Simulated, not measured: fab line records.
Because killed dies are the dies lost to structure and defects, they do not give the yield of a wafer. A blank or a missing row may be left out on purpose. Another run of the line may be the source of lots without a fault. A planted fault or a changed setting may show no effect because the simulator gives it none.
The same fault as seen by 2 desks | flow gf180mcu | what lay behind the numbers comes last; until then each desk has only its own

AT THE TOOL OWNER'S DESK: pecvd-04
The tool's own readings at GF_V2_CVD_02 (deposits SiO2 from TEOS, target thk 850 nm, time 94.851 s): means of the sampled wafers that have a number, for each lot that ran on this tool. The brackets show how far a lot's mean lies from the usual mean; more than 4 standard deviations puts the lot out of limits, marked OUT.
Columns: A = heater-power-w at GF_V2_CVD_02, usual 647 W; B = rf-fwd-power-W at GF_V2_CVD_02, usual 596.3 W; C = susceptor-temp-C at GF_V2_CVD_02, usual 400.01 C
lot  | first seen here | A   | B     | C
L672 | day 20 03:26    | 612 | 594.2 | 399.96
L676 | day 21 12:53    | 565 | 595.9 | 399.84
L681 | day 24 03:02    | 605 | 595.9 | 400.19
L683 | day 24 16:38    | 599 | 596.8 | 400.05
L685 | day 25 07:17    | 578 | 597.1 | 399.99
This desk found nothing out of limits on any of the 5 lots.

THE METROLOGY DESK
Means of the sampled wafers that have a number, per lot and without regard to the tool the lot ran on: this is what the gauges read. The brackets show how far a lot's mean lies from the usual mean; more than 4 standard deviations puts the lot out of limits, marked OUT.
Columns: A = TOP_METAL_OVL at GF_TOP_METAL_OVL_MEAS_15, usual -0.6 nm; B = PASSIVATION_BOW at GF_PASSIVATION_BOW_MEAS_14, usual 134 um
lot  | first seen here | A    | B
L670 | day 27 22:23    | 1.1  | 150
L672 | day 28 20:51    | -1.1 | 136
L674 | day 29 04:09    | -2.0 | 125
L675 | day 29 18:47    | -1.5 | 149
L676 | day 29 22:47    | 0.2  | 137
L677 | day 30 13:38    | -2.5 | 139
L681 | day 31 22:35    | -0.5 | 127
L683 | day 32 07:35    | 1.2  | 143
L685 | day 32 20:32    | -2.3 | 128
L684 | day 33 00:35    | -0.3 | 145
L687 | day 33 08:20    | -0.2 | 110
L691 | day 33 22:59    | 0.9  | 137
L692 | day 34 13:11    | -0.1 | 132
This desk found nothing out of limits on any of the 13 lots.

TAKEN TOGETHER
The desk of the tool owner found nothing out of limits.
The metrology desk saw nothing out of limits.

WHAT THE SIMULATOR HAD INSERTED
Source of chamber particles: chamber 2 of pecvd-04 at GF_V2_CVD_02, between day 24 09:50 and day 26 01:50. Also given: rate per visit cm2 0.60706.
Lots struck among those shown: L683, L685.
